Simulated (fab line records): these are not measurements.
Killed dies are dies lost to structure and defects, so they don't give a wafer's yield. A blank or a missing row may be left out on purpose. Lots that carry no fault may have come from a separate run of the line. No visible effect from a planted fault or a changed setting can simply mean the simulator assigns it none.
Which tool did it?	flow sky130	36 wafers from 12 lots sampled at 5 of the route's 708 steps

## WHAT THE GAUGES READ, wafer by wafer
The record holds no reading of a measuring or inspecting step that can be judged against a usual standard deviation.

## WHAT TOOL EACH LOT RAN ON (gives the tool, then ch and the chambers of the sampled wafers, and finally the start)
lot	SKY_METAL5_SPUTTER_03	SKY_METAL5_SPUTTER_04	SKY_PASSIVATION_CVD_02	SKY_PAD_OPEN_ETCH_07	SKY_PAD_OPEN_PROBE_99
L414	pvdSputter-03, day 43 09:02	pvdSputter-03, day 43 09:04	pecvd-01 ch 0,1,2, day 44 08:02	rieDiel-01 ch 2,3, day 46 02:56	prober-01, day 46 05:26
L418	pvdSputter-03, day 43 20:59	pvdSputter-03, day 43 21:00	pecvd-03 ch 0,1,2, day 44 19:59	rieDiel-04 ch 0,1, day 46 15:23	prober-01, day 46 17:49
L419	pvdSputter-02, day 44 04:26	pvdSputter-02, day 44 04:28	pecvd-03 ch 0,1,2, day 45 03:29	rieDiel-01 ch 2,3, day 46 21:26	prober-02, day 46 23:55
L420	pvdSputter-02, day 44 11:13	pvdSputter-02, day 44 11:14	pecvd-03 ch 0,1, day 45 09:01	rieDiel-01 ch 0,2,3, day 47 03:26	prober-01, day 47 05:45
L421	pvdSputter-03, day 44 18:41	pvdSputter-03, day 44 18:42	pecvd-04 ch 0,1,2, day 45 17:10	rieDiel-03 ch 1,2,3, day 47 09:38	prober-02, day 47 12:02
L426	pvdSputter-02, day 45 22:27	pvdSputter-02, day 45 22:28	pecvd-01 ch 1,2, day 46 19:59	rieDiel-03 ch 0,1,3, day 48 10:56	prober-01, day 48 13:21
L429	pvdSputter-04, day 46 16:11	pvdSputter-04, day 46 16:12	pecvd-01 ch 0,2, day 47 12:40	rieDiel-01 ch 1,2,3, day 49 02:14	prober-02, day 49 04:34
L431	pvdSputter-04, day 47 05:17	pvdSputter-04, day 47 05:18	pecvd-04 ch 0,1,2, day 48 01:14	rieDiel-03 ch 1,2,3, day 49 12:50	prober-02, day 49 15:14
L433	pvdSputter-02, day 47 22:25	pvdSputter-02, day 47 22:26	pecvd-03 ch 0,1,2, day 48 17:56	rieDiel-03 ch 1,2,3, day 50 04:38	prober-02, day 50 07:03
L434	pvdSputter-03, day 48 04:28	pvdSputter-03, day 48 04:29	pecvd-01 ch 0,1, day 49 00:04	rieDiel-04 ch 0,1, day 50 09:11	prober-01, day 50 11:44
L436	pvdSputter-02, day 48 17:55	pvdSputter-02, day 48 17:56	pecvd-04 ch 1,2, day 49 12:19	rieDiel-01 ch 0,3, day 50 20:44	prober-02, day 50 23:04
L437	pvdSputter-04, day 49 05:59	pvdSputter-04, day 49 06:00	pecvd-04 ch 0,1, day 49 23:48	rieDiel-04 ch 0,1,3, day 51 06:38	prober-02, day 51 09:13
- SKY_METAL5_SPUTTER_03: material Ti, target thk 5 nm, time 3.3 s.
- SKY_METAL5_SPUTTER_04: material TiN, target thk 70 nm, time 58.3 s.
- SKY_PASSIVATION_CVD_02: deposits Si3N4, target thk 540 nm.
- SKY_PAD_OPEN_ETCH_07: etches the open film in CF4/O2, stops on AlCu, target depth 725 nm, time 161.1 s.
- SKY_PAD_OPEN_PROBE_99

## WHAT THE TOOLS THEMSELVES READ (means of the sampled wafers that have a number; where no wafer has one, the mark that the record gives instead)
SKY_METAL5_SPUTTER_03. Usual: throttleValvePct 29.5 %, standard deviation 0.86.
lot	tool	throttleValvePct (%)	flag
L414	pvdSputter-03	28.3	
L418	pvdSputter-03	30.4	
L419	pvdSputter-02	29.0	
L420	pvdSputter-02	29.2	
L421	pvdSputter-03	29.4	
L426	pvdSputter-02	29.7	
L429	pvdSputter-04	29.3	
L431	pvdSputter-04	29.0	
L433	pvdSputter-02	29.7	
L434	pvdSputter-03	29.8	
L436	pvdSputter-02	28.9	
L437	pvdSputter-04	30.3	

SKY_METAL5_SPUTTER_04. Usual: throttleValvePct 29.5 %, standard deviation 0.87.
lot	tool	throttleValvePct (%)	flag
L414	pvdSputter-03	28.4	
L418	pvdSputter-03	30.3	
L419	pvdSputter-02	29.1	
L420	pvdSputter-02	29.2	
L421	pvdSputter-03	29.5	
L426	pvdSputter-02	29.7	
L429	pvdSputter-04	29.4	
L431	pvdSputter-04	29.1	
L433	pvdSputter-02	29.7	
L434	pvdSputter-03	29.7	
L436	pvdSputter-02	29.1	
L437	pvdSputter-04	30.2	

SKY_PASSIVATION_CVD_02. Usual: heaterPowerW 693 W, standard deviation 84.
lot	tool	heaterPowerW (W)	flag
L414	pecvd-01	708	
L418	pecvd-03	623	
L419	pecvd-03	664	
L420	pecvd-03	675	
L421	pecvd-04	691	
L426	pecvd-01	734	
L429	pecvd-01	719	
L431	pecvd-04	690	
L433	pecvd-03	675	
L434	pecvd-01	681	
L436	pecvd-04	686	
L437	pecvd-04	762	

SKY_PAD_OPEN_ETCH_07. Usual: drypumpMotorCurrentA 5.8 A, standard deviation 0.38; oesProductAu 0.977 a.u., standard deviation 0.0075; throttleValvePct 5.964 %, standard deviation 0.0097.
lot	tool	drypumpMotorCurrentA (A)	oesProductAu (a.u.)	throttleValvePct (%)	flag
L414	rieDiel-01	5.3	0.974	5.964	
L418	rieDiel-04	5.9	0.980	5.970	
L419	rieDiel-01	5.3	0.980	5.964	
L420	rieDiel-01	5.5	0.979	5.966	
L421	rieDiel-03	6.1	0.974	5.965	
L426	rieDiel-03	6.0	0.975	5.966	
L429	rieDiel-01	5.4	0.980	5.964	
L431	rieDiel-03	6.1	0.975	5.953	
L433	rieDiel-03	6.1	0.973	5.957	
L434	rieDiel-04	6.0	0.982	5.969	
L436	rieDiel-01	5.4	0.981	5.972	
L437	rieDiel-04	5.9	0.982	5.969	

SKY_PAD_OPEN_PROBE_99. Usual: defectLimitedYield 82.5 %, standard deviation 1.8; killed_at_M0_to_M3 45, standard deviation 6.8; killed_at_M4_up 3.1, standard deviation 2; killedAtContacts 23, standard deviation 5.2; killedAtFrontEnd 14, standard deviation 3.7; killedAtOther 0.3, standard deviation 0.61; killedDies 86, standard deviation 9; killedOpen 46, standard deviation 6.9; killedShort 39, standard deviation 6.4; sort_bin_3_pad_short 0.9 %, standard deviation 0.44; sort_bin_5_function 10.5 %, standard deviation 1.4; sort_bin_6_memory 6.1 %, standard deviation 1.1; sort_bin_8_speed 0.01 %, standard deviation 0.052; sortNPass 406, standard deviation 9; sortYieldPct 82.5 %, standard deviation 1.8.
lot	tool	defectLimitedYield (%)	killed_at_M0_to_M3	killed_at_M4_up	killedAtContacts	killedAtFrontEnd	killedAtOther	killedDies	killedOpen	killedShort	sort_bin_3_pad_short (%)	sort_bin_5_function (%)	sort_bin_6_memory (%)	sort_bin_8_speed (%)	sortNPass	sortYieldPct (%)	flag
L414	prober-01	84.0	38	3.3	27	10	0.7	79	42	37	0.5	10.0	5.5	0.00	413	84.0	
L418	prober-01	82.6	47	1.7	22	15	0.3	86	45	40	0.9	10.7	5.8	0.07	406	82.5	
L419	prober-02	81.1	46	5.3	26	16	0.0	93	51	40	1.1	11.4	6.4	0.00	399	81.1	
L420	prober-01	81.6	52	2.7	24	12	0.0	90	54	36	0.9	10.7	6.7	0.07	401	81.6	
L421	prober-02	81.6	45	2.0	30	14	0.0	91	52	38	0.7	10.9	6.8	0.00	401	81.6	
L426	prober-01	82.5	46	2.0	21	17	0.0	86	46	38	0.6	10.6	6.3	0.00	406	82.5	
L429	prober-02	80.8	50	4.0	24	16	0.3	95	51	44	1.0	11.3	6.9	0.07	397	80.7	
L431	prober-02	76.3	47	2.7	19	14	34.0	117	48	35	1.5	15.8	6.4	0.00	375	76.3	OFF
L433	prober-02	76.2	40	3.0	23	15	35.7	117	39	42	3.0	14.1	6.7	0.00	375	76.2	OFF
L434	prober-01	81.9	48	3.3	26	11	0.7	89	50	39	1.1	10.1	6.8	0.00	403	81.9	
L436	prober-02	81.4	48	6.0	22	15	0.7	91	45	44	1.0	11.3	6.3	0.00	401	81.4	
L437	prober-02	81.9	47	4.0	23	15	0.0	89	45	44	0.4	12.4	5.4	0.00	403	81.9	

## THE ANSWER, worked out from the rows above alone
Rule: take the mean of a lot's wafers that have a number; if it is more than 3 standard deviations from the usual mean, the lot is off. A lot without any number at a reading at which 4 lots or more have one is off too. The other lots that the step has rows for count as sound. First the gauges in route order, then the tools' own readings, where a lot's mean is used as printed above. At the first step where some lot is off, the reading lying furthest off is the one used; lots without a number count as furthest.
Off: L431, L433, at SKY_PAD_OPEN_PROBE_99 (killedAtOther).
A tool fits if, at that step or a process step before it, it ran every lot that is off, and no sound lot after the first of them. One fits: rieDiel-03 at SKY_PAD_OPEN_ETCH_07. A fault onset in the window from L426 (day 48 10:56, its last sound lot) to L431 (day 49 12:50, its first lot off) fits.

## WHAT THE SIMULATOR HAD PUT IN
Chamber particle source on rieDiel-03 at SKY_PAD_OPEN_ETCH_07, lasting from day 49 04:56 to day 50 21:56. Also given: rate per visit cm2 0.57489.
Lots struck among those shown: L431, L433. The rule given above showed the same thing.
